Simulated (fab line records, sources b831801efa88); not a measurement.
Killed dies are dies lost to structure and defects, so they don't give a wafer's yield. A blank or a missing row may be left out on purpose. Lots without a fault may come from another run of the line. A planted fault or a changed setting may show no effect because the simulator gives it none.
A struck lot beside a sound one | flow sfq_line | 42 steps out of a route of 325
Sound: wafers L766.2, L766.5, L766.6. Struck: wafers L773.2, L773.4, L773.6. The cause comes at the end.
At each step with rows: each side's tool, then ch and its chambers, then its first start. Under that, the readings that differ: sound wafers | struck wafers | difference of the means | sigmas: that difference in standard deviations of wafers without a fault.
alike: readings whose means differ by less than 2 such deviations, and words and numbers that are the same on both sides. not compared: withheld readings, readings that some wafer has no value for, bounds like >300 that may hide the same value, and numbers for which the record gives no deviation and whose values overlap.
The two part at a step that has a row with sigmas, a row that says differs or no value, or rows on one side only. Numbers that don't overlap but have no deviation are shown without sigmas and don't part them. A reading that every wafer of one side lacks parts them only if that side has two wafers or more.

first, 6 steps without rows for these wafers: SFQ_TRILAYER_M0_LITHO_COAT_026 (resist thk 62 nm); SFQ_TRILAYER_M0_LITHO_COAT_021 (resist thk 600 nm); SFQ_TRILAYER_M0_LITHO_SOFTBAKE_025; SFQ_TRILAYER_M0_LITHO_EXPOSE_022 (exposes mask M0, target cd 500 nm); SFQ_TRILAYER_M0_LITHO_PEB_024 (peb time 60 s); SFQ_TRILAYER_M0_LITHO_DEVELOP_023 (time 60 s).
SFQ_M0_OVL_MEAS_906:
  sound on overlay-02, day 7 20:45; struck on overlay-02, day 9 18:21
  alike: M0_OVL
SFQ_TRILAYER_M0_BARC_OPEN_METAL_ETCH_031: etches BARC in O2, target depth 125 nm, time 41.7 s.
  sound on rie_metal-04 ch 0,1, day 7 20:47; struck on rie_metal-04 ch 0,1, day 9 18:23
  alike: drypump_motor_current_A, oes_product_au
  not compared: rf_hours_counter_h
then, 4 steps without rows for these wafers: SFQ_TRILAYER_M0_ETCH_METAL_ETCH_024 (etches Nb in Cl2/Ar, stops on SiO2, target depth 240 nm, time 120 s); SFQ_TRILAYER_M0_STRIP_STRIP_025 (strips in O2); SFQ_TRILAYER_M0_STRIP_SOLV_CLEAN_026 (cleans in NMP, time 600 s); SFQ_TRILAYER_I0_DEP_PECVD_027 (deposits SiO2 from SiH4/N2O, time 111.11 s, target thk 500 nm).
SFQ_TRILAYER_I0_CMP_CMP_028: polishes SiO2.
  sound on cmp-01 ch 2,3, day 8 07:13; struck on cmp-01 ch 0,2,3, day 10 01:05
  reading                                             | sound             | struck            | difference | sigmas
  time_to_endpoint_s (s)                              | 207 215 219       | 179 181 181       | -33        | -4
  model.SiO2_of_TRILAYER_I0_DEP_PECVD_027.thk_nm (nm) | 199.6 199.7 199.6 | 249.1 251.4 251.9 | +51.2      |
  alike: head_pressure_psi, motor_current_A, retaining_ring_pressure_frac, slurry_flow_ml_min
SFQ_I0_BOW_MEAS_907:
  sound on film_metro-01, day 8 09:44; struck on film_metro-03, day 10 03:06
  alike: I0_BOW
SFQ_TRILAYER_I0_METRO_MEASURE_029:
  sound on film_metro-01, day 8 10:02; struck on film_metro-03, day 10 03:24
  reading     | sound             | struck            | difference | sigmas
  thk_nm (nm) | 199.6 199.7 199.5 | 249.0 251.4 251.9 | +51.2      | +39
then, 6 steps without rows for these wafers: SFQ_TRILAYER_I0_VIA_LITHO_COAT_036 (resist thk 62 nm); SFQ_TRILAYER_I0_VIA_LITHO_COAT_031 (resist thk 650 nm); SFQ_TRILAYER_I0_VIA_LITHO_SOFTBAKE_035; SFQ_TRILAYER_I0_VIA_LITHO_EXPOSE_032 (exposes mask I0, target cd 500 nm); SFQ_TRILAYER_I0_VIA_LITHO_PEB_034 (peb time 60 s); SFQ_TRILAYER_I0_VIA_LITHO_DEVELOP_033 (time 60 s).
-- the record jumps here: 2 days lie between the struck wafers' starts before and after --
SFQ_I0_OVL_MEAS_908:
  sound on overlay-02, day 10 07:25; struck on overlay-02, day 12 10:52
  alike: I0_OVL
then, 1 step without rows for these wafers: SFQ_TRILAYER_I0_VIA_BARC_OPEN_VIA_ETCH_046 (etches BARC in O2, target depth 125 nm, time 41.7 s).
SFQ_TRILAYER_I0_VIA_ETCH_VIA_ETCH_034: etches SiO2 in CHF3, stops on Nb, target depth 260 nm.
  sound on rie_diel-02 ch 1,2,3, day 10 07:29; struck on rie_diel-01 ch 0,2,3, day 12 10:56
  reading                        | sound             | struck            | difference | sigmas
  oes_product_au (a.u.)          | 0.850 0.856 0.864 | 0.968 0.977 0.971 | +0.115     | +24
  model.I0.feature_depth_nm (nm) | 199.6 199.7 199.6 | 249.1 251.4 251.9 | +51.2      |
  model.etch.depth_nm (nm)       | 199.6 199.7 199.6 | 249.1 251.4 251.9 | +51.2      |
  alike: drypump_motor_current_A
then, 2 steps without rows for these wafers: SFQ_TRILAYER_I0_VIA_STRIP_STRIP_035 (strips in O2); SFQ_TRILAYER_I0_VIA_STRIP_SOLV_CLEAN_036 (cleans in NMP, time 600 s).
SFQ_TRILAYER_M1_DEP_PRE_CLEAN_038: time 22.5 s.
  sound on pvd_sputter-04, day 10 08:22; struck on pvd_sputter-06, day 12 11:50
  reading                                             | sound             | struck            | difference | sigmas
  model.SiO2_of_TRILAYER_I0_DEP_PECVD_027.thk_nm (nm) | 192.1 192.2 192.1 | 241.6 243.9 244.4 | +51.2      |
SFQ_TRILAYER_M1_DEP_SPUTTER_037: material Nb, target thk 200 nm, time 133.3 s.
  sound on pvd_sputter-04, day 10 08:24; struck on pvd_sputter-06, day 12 11:52
  reading                | sound          | struck         | difference | sigmas
  throttle_valve_pct (%) | 30.7 30.9 31.5 | 28.3 28.7 28.0 | -2.7       | -2
SFQ_M1_RS_MEAS_909: measures by four-point-probe.
  sound on film_metro-02, day 10 08:31; struck on film_metro-01, day 12 11:58
  alike: M1_NB_RS
then, 6 steps without rows for these wafers: SFQ_TRILAYER_M1_LITHO_COAT_044 (resist thk 62 nm); SFQ_TRILAYER_M1_LITHO_COAT_039 (resist thk 600 nm); SFQ_TRILAYER_M1_LITHO_SOFTBAKE_043; SFQ_TRILAYER_M1_LITHO_EXPOSE_040 (exposes mask M1, target cd 500 nm); SFQ_TRILAYER_M1_LITHO_PEB_042 (peb time 60 s); SFQ_TRILAYER_M1_LITHO_DEVELOP_041 (time 60 s).
-- the record jumps here: 2 days lie between the struck wafers' starts before and after --
SFQ_M1_OVL_MEAS_911:
  sound on overlay-02, day 12 16:52; struck on overlay-01, day 14 21:13
  alike: M1_OVL
SFQ_TRILAYER_M1_BARC_OPEN_METAL_ETCH_054: etches BARC in O2, target depth 125 nm, time 41.7 s.
  sound on rie_metal-03 ch 0,1, day 12 16:54; struck on rie_metal-03 ch 1, day 14 21:15
  alike: drypump_motor_current_A, oes_product_au
  not compared: rf_hours_counter_h
then, 1 step without rows for these wafers: SFQ_TRILAYER_M1_ETCH_METAL_ETCH_042 (etches Nb in Cl2/Ar, stops on SiO2, target depth 240 nm, time 120 s).
SFQ_TRILAYER_M1_STRIP_STRIP_043: strips in O2.
  sound on rie_metal-03 ch 0,1, day 12 17:05; struck on rie_metal-03 ch 1, day 14 21:26
  alike: drypump_motor_current_A, oes_product_au
  not compared: rf_hours_counter_h
then, 1 step without rows for these wafers: SFQ_TRILAYER_M1_STRIP_SOLV_CLEAN_044 (cleans in NMP, time 600 s).
SFQ_TRILAYER_I1_DEP_PECVD_045: deposits SiO2 from SiH4/N2O, time 111.11 s, target thk 500 nm.
  sound on pecvd-04 ch 1,2, day 12 17:52; struck on pecvd-01 ch 0,2, day 14 22:13
  alike: heater_power_w, throttle_valve_pct
  not compared: since_wet_clean_h
-- the record jumps here: 64 days lie between the struck wafers' starts before and after --
SFQ_M8_BOW_MEAS_951:
  sound on film_metro-01, day 76 17:55; struck on film_metro-01, day 78 13:02
  reading                 | sound            | struck        | difference | sigmas
  M8_BOW (um)             | 13 -9 -8         | 36 21 23      | +28        | +2
  model.etest.i0.link_ohm | 1.966 1.97 1.951 | 1.989 1.992 2 | +0.031     |

WHERE THEY PART
First at SFQ_TRILAYER_I0_CMP_CMP_028; last, within this record, at SFQ_M8_BOW_MEAS_951.

WHY: what the simulator had put in
Process parameter drift: cmp-01, from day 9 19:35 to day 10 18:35, at SFQ_TRILAYER_I0_CMP_CMP_028. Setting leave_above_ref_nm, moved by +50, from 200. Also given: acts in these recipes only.
